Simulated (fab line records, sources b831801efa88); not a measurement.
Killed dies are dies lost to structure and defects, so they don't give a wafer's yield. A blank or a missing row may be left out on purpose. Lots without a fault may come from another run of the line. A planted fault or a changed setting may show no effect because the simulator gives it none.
Which tool did it? | flow gf180mcu | 6 lots, 18 wafers sampled, at 2 steps of a route of 602

WHAT THE GAUGES READ, wafer by wafer
GF_STI_THK_MEAS_02.
lot  | measured    | on            | STI_OXIDATION_THK (nm)
L361 | day 2 02:31 | film_metro-01 | 9.90 10.18 10.02
L367 | day 3 09:20 | film_metro-04 | 10.14 10.23 10.43
L369 | day 3 21:07 | film_metro-01 | 15.77 15.56 15.87
L375 | day 5 00:32 | film_metro-02 | 10.14 10.30 10.24
L378 | day 5 15:32 | film_metro-02 | 10.18 10.03 10.02
L380 | day 6 01:31 | film_metro-04 | 9.96 10.03 9.92

WHICH TOOL RAN EACH LOT (tool, then ch and the chambers of the sampled wafers, then the start)
lot  | GF_STI_OXIDATION_01
L361 | furnace-01 ch 0, day 2 01:07
L367 | furnace-01 ch 0, day 3 07:56
L369 | furnace-02 ch 0, day 3 18:10
L375 | furnace-01 ch 0, day 4 23:07
L378 | furnace-01 ch 0, day 5 14:07
L380 | furnace-01 ch 0, day 6 00:07
- GF_STI_OXIDATION_01: stabilise 600 s, purge 300 s, target thk 10 nm.

THE ANSWER, worked out from the rows above alone
Rule: what is usual is taken from the lots themselves. Put in order of their means at a reading, lots are off if they are a third of the lots or fewer, leave a main group of 4 or more, and stand apart from it by a gap of 3 or more times the standard deviation of the main group's means; of several such gaps the widest counts. A main group whose means are all the same, to the digits that the tables above print for the reading, isn't used. A lot without any number at a reading at which 4 lots or more have one is off too. The other lots that the step has rows for count as sound.
Off: L369, at GF_STI_THK_MEAS_02 (STI_OXIDATION_THK). The main group: mean 10.11 nm, standard deviation 0.11.
A tool fits if, at a process step before that reading, it ran every lot that is off, and no sound lot after the first of them. The gauges at GF_STI_THK_MEAS_02 are tried like those tools. Can't be told from this: 2 tools fit, furnace-02 at GF_STI_OXIDATION_01, film_metro-01 at GF_STI_THK_MEAS_02.

WHAT THE SIMULATOR HAD PUT IN
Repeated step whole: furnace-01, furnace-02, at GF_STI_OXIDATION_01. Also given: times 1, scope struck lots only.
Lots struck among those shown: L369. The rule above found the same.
